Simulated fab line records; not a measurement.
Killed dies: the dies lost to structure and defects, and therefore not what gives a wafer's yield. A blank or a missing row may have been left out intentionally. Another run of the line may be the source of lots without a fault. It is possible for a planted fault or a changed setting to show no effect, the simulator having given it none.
fab line records / flow sky130
record lots=4 wafers=10 last_day=50
route steps=708 shown METAL1@448 VIA1@458 METAL2@483 PAD_OPEN@708
lots that met no fault: from a run of the same line without faults
start_h: start of the lot's first displayed wafer, in hours after the record's first day / wait_h: hours since the lot's step before / " same as the row above / L1.1+2: one row covering several wafers at once / - value missing, or start not given / * or withheld: withheld / < > ~ a bound
route shown NAME@n: names a module that has steps shown in the file, with the first one's number in the route / usual: mean/standard deviation taken from wafers without a fault / same: alike in all rows / chamber/n: place in a boat / sites: readings site by site / _std_site: the standard deviation of these / _edge_site: inner sites' mean taken away from outer sites' mean / radius_mm: for every site, how far away it sits from the centre of the wafer / mask NAME#n: copy n / behind: the most recent tool/chamber to have shaped the wafer / hold: the reason the lot was held/the length of the hold in hours/how it ended / device: names the non-switching transistor (n, p or np) / end of line: tests run on the same wafers once the route is complete / a step given without rows: its recipe and nothing more / killed: not the wafer's yield, but the dies lost to structure and defects at the first sort / map: shows each die of a wafer: x if killed, . if not, _ if none is there
set.NAME: the run value of the setting; set.NAME@STEP: its run value at that earlier step / model.NAME: the simulator's own value behind a step, which no gauge read
lots seen at some steps along the route; tables by step, rows by wafer
services: a tool's chamber out of use, with start hour (start_h, from the record's first day; less than 0 if before it), hours out, and reason
## steps
# step SKY_METAL1_DEVELOP_14
# recipe develop_time_s=60 resist=KrF-thick dev_temp_c=21
# step SKY_METAL1_DESCUM_17
# recipe chemistry=O2 source_power_w=150 bias_power_w=0 pressure_mtorr=10 temp_c=40 time_s=8
# step SKY_METAL1_ETCH_18
# recipe chemistry=N2/H2 target=BARC ion_energy_ev=200 bias_w=100 pressure_mtorr=30 n2_flow_sccm=100 h2_flow_sccm=200 icp_w=500 stop_on=SiO2 time_s=45.9 target_depth_a=600
# step SKY_METAL1_METAL_ETCH_19
# recipe target_depth_a=3600 stop_on=SiO2 over_etch_frac=0.3 time_s=78 chemistry=Cl2/BCl3 resist_sidewall_deg=88 pressure_mtorr=10 icp_w=900 bias_w=48.5 Cl2_flow_sccm=60 bcl3_flow_sccm=30
# step SKY_METAL1_STRIP_20
# recipe chemistry=O2/N2 power_w=1400 pressure_mtorr=1500 platen_temp_c=withheld o2_flow_sccm=3000 n2_flow_sccm=300 overash_fraction=0.5
# step SKY_METAL1_STRIP_21
# recipe chemistry=post_etch_residue_remover time_s=1200 temp_c=72.5
# step SKY_METAL1_CLEAN_22
# recipe chemistry=IPA time_s=180 temp_c=25
# step SKY_METAL1_CLEAN_23
# recipe chemistry=O3/DIW dry=n2_spin
# step SKY_VIA1_HDPCVD_00
# recipe material=SiO2 target_thk_nm=1030 sigma_open_frac=0.3 time_s=171.7 temp_c=400 sih4_flow_sccm=60 pressure_mtorr=6
# step SKY_VIA1_CMP_02
# recipe material=SiO2 down_force_psi=4 platen_rpm=60 pad_velocity_m_s=0.94248
# usual motor_current_A=12.8/0.82
lot.wafer=L436.3 tool=cmp-02 chamber=2 start_h=821.63 wait_h=0.0 motor_current_A=14.7 model.SiO2_of_VIA1_HDPCVD_00.thk_nm=344
lot.wafer=L436.2 tool=cmp-02 chamber=3 start_h=821.63 wait_h=0.0 motor_current_A=11.8 model.SiO2_of_VIA1_HDPCVD_00.thk_nm=342.7
lot.wafer=L436.5 tool=cmp-02 chamber=3 start_h=821.63 wait_h=0.0 motor_current_A=11.9 model.SiO2_of_VIA1_HDPCVD_00.thk_nm=343.1
lot.wafer=L443.3 tool=cmp-02 chamber=3 start_h=901.67 wait_h=0.2 motor_current_A=12.1 model.SiO2_of_VIA1_HDPCVD_00.thk_nm=377
lot.wafer=L443.1 tool=cmp-02 chamber=0 start_h=901.67 wait_h=0.2 motor_current_A=13.1 model.SiO2_of_VIA1_HDPCVD_00.thk_nm=379.6
lot.wafer=L442.2 tool=cmp-02 chamber=0 start_h=904.73 wait_h=0.1 motor_current_A=13.9 model.SiO2_of_VIA1_HDPCVD_00.thk_nm=345.8
lot.wafer=L442.1 tool=cmp-02 chamber=2 start_h=904.73 wait_h=0.1 motor_current_A=13.5 model.SiO2_of_VIA1_HDPCVD_00.thk_nm=379.2
lot.wafer=L451.4 tool=cmp-01 chamber=3 start_h=946.34 wait_h=0.0 motor_current_A=12.3 model.SiO2_of_VIA1_HDPCVD_00.thk_nm=344.2
lot.wafer=L451.2 tool=cmp-01 chamber=0 start_h=946.34 wait_h=0.0 motor_current_A=12.3 model.SiO2_of_VIA1_HDPCVD_00.thk_nm=344.4
lot.wafer=L451.5 tool=cmp-01 chamber=3 start_h=946.34 wait_h=0.0 motor_current_A=12.2 model.SiO2_of_VIA1_HDPCVD_00.thk_nm=342.9
# step SKY_VIA1_BOW_MEAS_03
# recipe mode=bow
# usual VIA1_BOW=79/7.3
lot.wafer=L436.2 tool=film_metro-01 chamber=- start_h=821.95 wait_h=0.2 hold=- VIA1_BOW[um]=73
lot.wafer=L436.3 tool=film_metro-01 chamber=- start_h=821.95 wait_h=0.2 hold=- VIA1_BOW[um]=89
lot.wafer=L436.5 tool=film_metro-01 chamber=- start_h=821.95 wait_h=0.2 hold=- VIA1_BOW[um]=82
lot.wafer=L443.1 tool=film_metro-02 chamber=- start_h=901.92 wait_h=0.1 hold=await_dispo/0.2h/release VIA1_BOW[um]=84
lot.wafer=L443.3 tool=film_metro-02 chamber=- start_h=901.92 wait_h=0.1 hold=await_dispo/0.2h/release VIA1_BOW[um]=89
lot.wafer=L443.1 tool=film_metro-02 chamber=- start_h=902.28 wait_h=0.3 hold=- VIA1_BOW[um]=-
lot.wafer=L443.3 tool=film_metro-02 chamber=- start_h=902.28 wait_h=0.3 hold=- VIA1_BOW[um]=-
lot.wafer=L442.1 tool=film_metro-01 chamber=- start_h=904.98 wait_h=0.1 hold=await_dispo/0.2h/release VIA1_BOW[um]=86
lot.wafer=L442.2 tool=film_metro-01 chamber=- start_h=904.98 wait_h=0.1 hold=await_dispo/0.2h/release VIA1_BOW[um]=71
lot.wafer=L442.1 tool=film_metro-01 chamber=- start_h=905.40 wait_h=0.4 hold=- VIA1_BOW[um]=-
lot.wafer=L442.2 tool=film_metro-01 chamber=- start_h=905.40 wait_h=0.4 hold=- VIA1_BOW[um]=-
lot.wafer=L451.2 tool=film_metro-03 chamber=- start_h=946.66 wait_h=0.2 hold=- VIA1_BOW[um]=72
lot.wafer=L451.4 tool=film_metro-03 chamber=- start_h=946.66 wait_h=0.2 hold=- VIA1_BOW[um]=70
lot.wafer=L451.5 tool=film_metro-03 chamber=- start_h=946.66 wait_h=0.2 hold=- VIA1_BOW[um]=79
# step SKY_VIA1_HMDS_05
# recipe prime_time_s=60 prime_temp_c=120
# step SKY_VIA1_COAT_06
# recipe resist=BARC temp_c=withheld time_s=withheld spin_rpm=3000 resist_thk_nm=60
# step SKY_VIA1_COAT_07
# recipe resist=KrF-thick spin_rpm=3000 resist_thk_nm=450
# step SKY_VIA1_SOFTBAKE_08
# recipe temp_c=100 time_s=90 resist=KrF-thick
# step SKY_VIA1_EXPOSE_09
# recipe mask_id=VIM na=0.8 source_shape=annular sigma_inner=0.55 sigma_outer=0.85 target_cd_nm=150 dose_mj=38
# step SKY_VIA1_PEB_10
# recipe peb_temp_c=withheld peb_time_s=withheld resist=KrF-thick
# step SKY_VIA1_DEVELOP_11
# recipe develop_time_s=60 resist=KrF-thick dev_temp_c=21
# step SKY_VIA1_ETCH_14
# recipe chemistry=N2/H2 target=BARC ion_energy_ev=200 source_w=500 bias_w=100 pressure_mtorr=30 n2_flow_sccm=100 h2_flow_sccm=200 stop_on=SiO2 time_s=45.9 target_depth_a=600
# step SKY_VIA1_ETCH_15
# recipe target=SiO2 chemistry=C4F8/O2/Ar target_depth_nm=351 stop_on=TiN mask_material=KrF-thick source_w=1500 bias_w=1200 pressure_mtorr=40 c4f8_flow_sccm=withheld O2_flow_sccm=6 Ar_flow_sccm=300 time_s=54
# usual oes_product_au=0.978/0.0055
lot.wafer=L436.2 tool=rie_diel-02 chamber=2 start_h=848.32 wait_h=0.0 oes_product_au=0.974 rf_hours_counter_h=11 model.etch.depth_nm=342.7 model.VIA1.feature_depth_nm=342.7
lot.wafer=L436.3 tool=rie_diel-02 chamber=3 start_h=848.32 wait_h=0.0 oes_product_au=0.983 rf_hours_counter_h=16 model.etch.depth_nm=344 model.VIA1.feature_depth_nm=344
lot.wafer=L436.5 tool=rie_diel-02 chamber=3 start_h=848.32 wait_h=0.0 oes_product_au=0.973 rf_hours_counter_h=- model.etch.depth_nm=343.1 model.VIA1.feature_depth_nm=343.1
lot.wafer=L443.1 tool=rie_diel-03 chamber=0 start_h=927.19 wait_h=0.0 oes_product_au=1.001 rf_hours_counter_h=8 model.etch.depth_nm=353.5 model.VIA1.feature_depth_nm=353.5
lot.wafer=L443.3 tool=rie_diel-03 chamber=1 start_h=927.19 wait_h=0.0 oes_product_au=0.997 rf_hours_counter_h=14 model.etch.depth_nm=350.8 model.VIA1.feature_depth_nm=350.8
lot.wafer=L442.1 tool=rie_diel-01 chamber=3 start_h=929.87 wait_h=0.0 oes_product_au=1.008 rf_hours_counter_h=4 model.etch.depth_nm=358.3 model.VIA1.feature_depth_nm=358.3
lot.wafer=L442.2 tool=rie_diel-01 chamber=1 start_h=929.87 wait_h=0.0 oes_product_au=0.985 rf_hours_counter_h=27 model.etch.depth_nm=345.8 model.VIA1.feature_depth_nm=345.8
lot.wafer=L451.2 tool=rie_diel-02 chamber=3 start_h=972.03 wait_h=0.0 oes_product_au=0.976 rf_hours_counter_h=19 model.etch.depth_nm=343.9 model.VIA1.feature_depth_nm=343.9
lot.wafer=L451.4 tool=rie_diel-02 chamber=1 start_h=972.03 wait_h=0.0 oes_product_au=0.980 rf_hours_counter_h=14 model.etch.depth_nm=341.5 model.VIA1.feature_depth_nm=341.5
lot.wafer=L451.5 tool=rie_diel-02 chamber=2 start_h=972.03 wait_h=0.0 oes_product_au=0.976 rf_hours_counter_h=- model.etch.depth_nm=342.9 model.VIA1.feature_depth_nm=342.9
# step SKY_VIA1_STRIP_16
# recipe chemistry=O2/N2 power_w=1400 pressure_mtorr=1500 platen_temp_c=withheld o2_flow_sccm=3000 n2_flow_sccm=300 overash_fraction=0.5
# step SKY_VIA1_STRIP_17
# recipe chemistry=post_etch_residue_remover time_s=1200 temp_c=72.5
# step SKY_VIA1_CLEAN_18
# recipe chemistry=IPA time_s=180 temp_c=25
# step SKY_VIA1_CLEAN_19
# recipe chemistry=O3/DIW dry=n2_spin
# step SKY_VIA1_SPUTTER_20
# recipe material=TiN target_thk_nm=20 chamber_pressure_pa=5 power_w=4000 time_s=80
# step SKY_VIA1_CVD_21
# recipe material=W target_thk_nm=270 time_s=80.902 temp_c=400 pressure_torr=40
# step SKY_VIA1_CMP_24
# recipe stop_on=SiO2 t_overpolish_s=15 down_force_psi=3.5 platen_rpm=60 target_thk_nm=0 pad_velocity_m_s=0.94248
# step SKY_METAL2_SPUTTER_00
# recipe material=Ti target_thk_nm=15 power_w=3000 time_s=10 chamber_pressure_pa=0.4
# step SKY_METAL2_SPUTTER_01
# recipe material=TiN target_thk_nm=20 power_w=6500 time_s=16.7 chamber_pressure_pa=0.4
# step SKY_METAL2_SPUTTER_02
# recipe material=AlCu target_thk_nm=250 power_w=10600 time_s=13.3 chamber_pressure_pa=0.4
# step SKY_METAL2_SPUTTER_03
# recipe material=Ti target_thk_nm=5 power_w=3000 time_s=3.3 chamber_pressure_pa=0.4
# step SKY_METAL2_SPUTTER_04
# recipe material=TiN target_thk_nm=70 power_w=6500 time_s=58.3 chamber_pressure_pa=0.4
# step SKY_METAL2_METAL_ETCH_19
# recipe target_depth_a=3600 stop_on=SiO2 over_etch_frac=0.3 time_s=78 chemistry=Cl2/BCl3 resist_sidewall_deg=88 pressure_mtorr=10 icp_w=900 bias_w=48.5 Cl2_flow_sccm=60 bcl3_flow_sccm=30
# usual drypump_motor_current_A=5.9/0.42 oes_product_au=0.855/0.0052 throttle_valve_pct=22.264/0.01
lot.wafer=L436.2 tool=rie_metal-04 chamber=0 start_h=876.40 wait_h=0.1 drypump_motor_current_A=5.7 oes_product_au=0.856 rf_hours_counter_h=- throttle_valve_pct=22.259 model.SiO2_of_VIA1_HDPCVD_00.thk_nm=328.9
lot.wafer=L436.3 tool=rie_metal-04 chamber=0 start_h=876.40 wait_h=0.1 drypump_motor_current_A=5.7 oes_product_au=0.846 rf_hours_counter_h=- throttle_valve_pct=22.281 model.SiO2_of_VIA1_HDPCVD_00.thk_nm=330.2
lot.wafer=L436.5 tool=rie_metal-04 chamber=0 start_h=876.40 wait_h=0.1 drypump_motor_current_A=5.6 oes_product_au=0.853 rf_hours_counter_h=- throttle_valve_pct=22.264 model.SiO2_of_VIA1_HDPCVD_00.thk_nm=329.4
lot.wafer=L443.1 tool=rie_metal-04 chamber=0 start_h=954.09 wait_h=0.0 drypump_motor_current_A=5.6 oes_product_au=0.861 rf_hours_counter_h=14 throttle_valve_pct=22.259 model.SiO2_of_VIA1_HDPCVD_00.thk_nm=365.6
lot.wafer=L443.3 tool=rie_metal-04 chamber=0 start_h=954.09 wait_h=0.0 drypump_motor_current_A=5.7 oes_product_au=0.850 rf_hours_counter_h=- throttle_valve_pct=22.268 model.SiO2_of_VIA1_HDPCVD_00.thk_nm=363.2
lot.wafer=L442.1 tool=rie_metal-04 chamber=1 start_h=956.39 wait_h=0.0 drypump_motor_current_A=5.7 oes_product_au=0.853 rf_hours_counter_h=3 throttle_valve_pct=22.269 model.SiO2_of_VIA1_HDPCVD_00.thk_nm=365.1
lot.wafer=L442.2 tool=rie_metal-04 chamber=0 start_h=956.39 wait_h=0.0 drypump_motor_current_A=5.7 oes_product_au=0.865 rf_hours_counter_h=14 throttle_valve_pct=22.252 model.SiO2_of_VIA1_HDPCVD_00.thk_nm=331.9
lot.wafer=L451.2 tool=rie_metal-04 chamber=1 start_h=997.19 wait_h=0.0 drypump_motor_current_A=5.7 oes_product_au=0.857 rf_hours_counter_h=5 throttle_valve_pct=22.260 model.SiO2_of_VIA1_HDPCVD_00.thk_nm=330.3
lot.wafer=L451.4 tool=rie_metal-04 chamber=0 start_h=997.19 wait_h=0.0 drypump_motor_current_A=5.7 oes_product_au=0.861 rf_hours_counter_h=- throttle_valve_pct=22.266 model.SiO2_of_VIA1_HDPCVD_00.thk_nm=330.4
lot.wafer=L451.5 tool=rie_metal-04 chamber=1 start_h=997.19 wait_h=0.0 drypump_motor_current_A=5.7 oes_product_au=0.847 rf_hours_counter_h=- throttle_valve_pct=22.266 model.SiO2_of_VIA1_HDPCVD_00.thk_nm=328.7
# step SKY_PAD_OPEN_PROBE_99
# usual defect_limited_yield=82.5/1.9 killed_at_M0_to_M3=44/7.3 killed_at_M4_up=3.2/1.8 killed_at_contacts=24/5.4 killed_at_front_end=16/4.4 killed_at_other=0.3/0.48 killed_dies=86/9.5 killed_open=47/7.7 killed_short=39/6.4
# same gross_dies=492 killed_at_back_side=0
lot.wafer=L436.2 tool=prober-02 chamber=- start_h=1119.36 wait_h=0.1 defect_limited_yield[%]=83.5 killed_at_M0_to_M3=43 killed_at_M4_up=3 killed_at_contacts=24 killed_at_front_end=11 killed_at_other=0 killed_dies=81 killed_open=39 killed_short=42 model.etest.tester.sort_n_pass=411 model.etest.tester.sort_yield_pct=83.54 model.etest.tester.sort_bin_5_pct=10.16 model.etest.via1_chain.rc_ohm=16.21 model.etest.tester.sort_bin_8_pct=0
lot.wafer=L436.3 tool=prober-02 chamber=- start_h=1119.41 wait_h=0.2 defect_limited_yield[%]=81.9 killed_at_M0_to_M3=43 killed_at_M4_up=5 killed_at_contacts=29 killed_at_front_end=12 killed_at_other=0 killed_dies=89 killed_open=40 killed_short=49 model.etest.tester.sort_n_pass=403 model.etest.tester.sort_yield_pct=81.91 model.etest.tester.sort_bin_5_pct=11.38 model.etest.via1_chain.rc_ohm=16.96 model.etest.tester.sort_bin_8_pct=0
lot.wafer=L436.5 tool=prober-02 chamber=- start_h=1119.51 wait_h=0.2 defect_limited_yield[%]=80.9 killed_at_M0_to_M3=42 killed_at_M4_up=6 killed_at_contacts=24 killed_at_front_end=22 killed_at_other=0 killed_dies=94 killed_open=51 killed_short=43 model.etest.tester.sort_n_pass=398 model.etest.tester.sort_yield_pct=80.89 model.etest.tester.sort_bin_5_pct=10.98 model.etest.via1_chain.rc_ohm=16.01 model.etest.tester.sort_bin_8_pct=0
lot.wafer=L443.1 tool=prober-02 chamber=- start_h=1176.39 wait_h=0.1 defect_limited_yield[%]=81.9 killed_at_M0_to_M3=40 killed_at_M4_up=1 killed_at_contacts=25 killed_at_front_end=23 killed_at_other=0 killed_dies=89 killed_open=53 killed_short=36 model.etest.tester.sort_n_pass=242 model.etest.tester.sort_yield_pct=49.19 model.etest.tester.sort_bin_5_pct=42.26 model.etest.via1_chain.rc_ohm=32.84 model.etest.tester.sort_bin_8_pct=0.01481
lot.wafer=L443.3 tool=prober-02 chamber=- start_h=1176.49 wait_h=0.2 defect_limited_yield[%]=83.3 killed_at_M0_to_M3=43 killed_at_M4_up=2 killed_at_contacts=23 killed_at_front_end=14 killed_at_other=0 killed_dies=82 killed_open=44 killed_short=38 model.etest.tester.sort_n_pass=228 model.etest.tester.sort_yield_pct=46.34 model.etest.tester.sort_bin_5_pct=46.95 model.etest.via1_chain.rc_ohm=34.45 model.etest.tester.sort_bin_8_pct=0.003428
lot.wafer=L442.1 tool=prober-02 chamber=- start_h=1178.61 wait_h=0.1 defect_limited_yield[%]=83.1 killed_at_M0_to_M3=36 killed_at_M4_up=2 killed_at_contacts=27 killed_at_front_end=18 killed_at_other=0 killed_dies=83 killed_open=41 killed_short=42 model.etest.tester.sort_n_pass=376 model.etest.tester.sort_yield_pct=76.42 model.etest.tester.sort_bin_5_pct=17.65 model.etest.via1_chain.rc_ohm=19.77 model.etest.tester.sort_bin_8_pct=0.03352
lot.wafer=L442.2 tool=prober-02 chamber=- start_h=1178.66 wait_h=0.1 defect_limited_yield[%]=80.7 killed_at_M0_to_M3=41 killed_at_M4_up=3 killed_at_contacts=31 killed_at_front_end=20 killed_at_other=0 killed_dies=95 killed_open=51 killed_short=44 model.etest.tester.sort_n_pass=397 model.etest.tester.sort_yield_pct=80.69 model.etest.tester.sort_bin_5_pct=11.59 model.etest.via1_chain.rc_ohm=16.28 model.etest.tester.sort_bin_8_pct=0
lot.wafer=L451.2 tool=prober-02 chamber=- start_h=1204.20 wait_h=0.1 defect_limited_yield[%]=82.7 killed_at_M0_to_M3=42 killed_at_M4_up=6 killed_at_contacts=18 killed_at_front_end=19 killed_at_other=0 killed_dies=85 killed_open=52 killed_short=33 model.etest.tester.sort_n_pass=407 model.etest.tester.sort_yield_pct=82.72 model.etest.tester.sort_bin_5_pct=11.18 model.etest.via1_chain.rc_ohm=15.77 model.etest.tester.sort_bin_8_pct=0
lot.wafer=L451.4 tool=prober-02 chamber=- start_h=1204.30 wait_h=0.2 defect_limited_yield[%]=77.8 killed_at_M0_to_M3=55 killed_at_M4_up=1 killed_at_contacts=28 killed_at_front_end=24 killed_at_other=1 killed_dies=109 killed_open=65 killed_short=44 model.etest.tester.sort_n_pass=383 model.etest.tester.sort_yield_pct=77.85 model.etest.tester.sort_bin_5_pct=13.01 model.etest.via1_chain.rc_ohm=14.68 model.etest.tester.sort_bin_8_pct=0
lot.wafer=L451.5 tool=prober-02 chamber=- start_h=1204.35 wait_h=0.2 defect_limited_yield[%]=83.7 killed_at_M0_to_M3=49 killed_at_M4_up=3 killed_at_contacts=9 killed_at_front_end=19 killed_at_other=0 killed_dies=80 killed_open=44 killed_short=36 model.etest.tester.sort_n_pass=412 model.etest.tester.sort_yield_pct=83.74 model.etest.tester.sort_bin_5_pct=9.35 model.etest.via1_chain.rc_ohm=15.83 model.etest.tester.sort_bin_8_pct=0
# killed by level:class
L436.2 VIA1:geometric_particle:open=9 VIA2:geometric_particle:open=7 METAL1:geometric_particle:short=6 VIA2:geometric_particle:short=6 LI_CONTACT:geometric_particle:open=5 CONTACT:geometric_particle:short=5 CONTACT:geometric_particle:open=5 FIELD_ISO:geometric_particle:short=4
L436.3 CONTACT:geometric_particle:short=10 METAL1:geometric_particle:short=10 CONTACT:geometric_particle:open=8 VIA1:geometric_particle:open=7 POLY_GATE:geometric_particle:open=6 LOCAL_INTERCONNECT:geometric_particle:short=6 METAL2:geometric_particle:short=6 VIA1:geometric_particle:short=5
L436.5 CONTACT:geometric_particle:open=11 VIA1:geometric_particle:open=8 VIA2:geometric_particle:open=7 METAL2:geometric_particle:short=6 VIA3:geometric_particle:open=6 FIELD_ISO:geometric_particle:short=5 POLY_GATE:geometric_particle:open=5 LI_CONTACT:geometric_particle:open=5
L443.1 VIA1:geometric_particle:open=11 CONTACT:geometric_particle:open=10 FIELD_ISO:geometric_particle:open=7 LI_CONTACT:geometric_particle:open=7 FIELD_ISO:geometric_particle:short=6 METAL1:geometric_particle:short=6 VIA2:geometric_particle:open=5 POLY_GATE:geometric_particle:open=4
L443.3 LI_CONTACT:geometric_particle:open=9 VIA1:geometric_particle:open=9 METAL2:geometric_particle:short=6 FIELD_ISO:geometric_particle:open=5 LOCAL_INTERCONNECT:geometric_particle:short=5 CONTACT:geometric_particle:open=5 METAL1:geometric_particle:short=5 VIA1:geometric_particle:short=5
L442.1 CONTACT:geometric_particle:open=9 LI_CONTACT:geometric_particle:open=8 VIA1:geometric_particle:open=7 METAL1:geometric_particle:short=6 METAL2:geometric_particle:short=6 POLY_GATE:geometric_particle:open=5 CONTACT:geometric_particle:short=5 POLY_GATE:geometric_particle:short=4
L442.2 CONTACT:geometric_particle:open=12 VIA3:geometric_particle:open=8 VIA1:geometric_particle:open=8 LI_CONTACT:geometric_particle:open=7 FIELD_ISO:geometric_particle:short=6 CONTACT:geometric_particle:short=6 POLY_GATE:geometric_particle:short=5 POLY_GATE:geometric_particle:open=5
L451.2 CONTACT:geometric_particle:open=9 VIA1:geometric_particle:open=7 VIA3:geometric_particle:open=7 FIELD_ISO:geometric_particle:open=6 METAL2:geometric_particle:short=5 VIA2:geometric_particle:open=5 POLY_GATE:geometric_particle:open=4 LOCAL_INTERCONNECT:geometric_particle:short=4
L451.4 CONTACT:geometric_particle:open=12 VIA1:geometric_particle:open=10 FIELD_ISO:geometric_particle:open=9 VIA2:geometric_particle:open=9 VIA3:geometric_particle:open=8 METAL1:geometric_particle:short=7 FIELD_ISO:geometric_particle:short=6 LI_CONTACT:geometric_particle:open=6
L451.5 VIA1:geometric_particle:open=11 VIA1:geometric_particle:short=9 FIELD_ISO:geometric_particle:short=6 METAL2:geometric_particle:open=6 VIA2:geometric_particle:open=6 FIELD_ISO:geometric_particle:open=5 VIA3:geometric_particle:open=5 CONTACT:geometric_particle:open=5
## services
tool=rie_diel-02 chamber=1 start_h=826.66 hours=7.3 kind=repair
tool=rie_diel-01 chamber=2 start_h=829.43 hours=2.7 kind=repair
tool=cmp-01 chamber=- start_h=840.13 hours=5.9 kind=pm
tool=rie_metal-04 chamber=1 start_h=866.01 hours=- kind=clean
tool=rie_metal-04 chamber=1 start_h=866.01 hours=17.7 kind=scheduled_down
tool=rie_metal-04 chamber=1 start_h=866.01 hours=17.7 kind=vent_cycle
tool=cmp-01 chamber=- start_h=887.32 hours=1.3 kind=repair
tool=rie_diel-02 chamber=3 start_h=891.13 hours=41.1 kind=repair
tool=cmp-01 chamber=- start_h=892.62 hours=13.6 kind=pm
tool=rie_diel-03 chamber=0 start_h=900.14 hours=3.5 kind=repair
tool=rie_metal-04 chamber=- start_h=904.69 hours=0.1 kind=repair
tool=cmp-02 chamber=- start_h=906.44 hours=1.8 kind=repair
tool=rie_diel-01 chamber=- start_h=906.66 hours=1.5 kind=repair
tool=rie_diel-01 chamber=0 start_h=906.69 hours=19.8 kind=repair
tool=cmp-01 chamber=- start_h=913.40 hours=4.0 kind=pm
tool=cmp-01 chamber=- start_h=917.40 hours=- kind=consumable_replace:conditioner
tool=cmp-01 chamber=- start_h=917.40 hours=- kind=consumable_replace:pad
tool=cmp-02 chamber=- start_h=918.30 hours=0.5 kind=repair
tool=rie_diel-03 chamber=1 start_h=930.45 hours=2.5 kind=repair
tool=cmp-01 chamber=- start_h=944.64 hours=1.3 kind=repair
tool=cmp-02 chamber=- start_h=946.01 hours=2.4 kind=repair
tool=rie_metal-04 chamber=- start_h=946.55 hours=0.8 kind=repair
tool=cmp-02 chamber=- start_h=954.34 hours=1.3 kind=repair
tool=cmp-01 chamber=- start_h=970.09 hours=0.9 kind=repair
## key
first_sign step=SKY_VIA1_BOW_MEAS_03 reading=visit direction=added
effect step=SKY_VIA1_ETCH_15 reading=oes_product_au direction=up sigmas=4.3 usual=0.978 struck=1.002
model_effect step=SKY_VIA1_CMP_02 value=SiO2_of_VIA1_HDPCVD_00.thk_nm without=344.1 struck=378.6
model_effect step=SKY_VIA1_ETCH_15 value=etch.depth_nm without=344.1 struck=354.2
model_effect step=SKY_METAL2_METAL_ETCH_19 value=SiO2_of_VIA1_HDPCVD_00.thk_nm without=330.1 struck=364.6
model_effect step=SKY_PAD_OPEN_PROBE_99 value=etest.tester.sort_n_pass without=407.3 struck=282
met_at SKY_VIA1_CMP_02
struck_wafers L442.1,L443.1,L443.3
onset_between 821.63 901.67
fault kind=process_parameter_drift tool=cmp-02 chamber=- onset_h=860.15 steps=SKY_VIA1_CMP_02 channel=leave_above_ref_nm offset=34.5 shape=step end_h=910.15 scope=struck_wafers_only acts_in=these_recipes_only stated=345
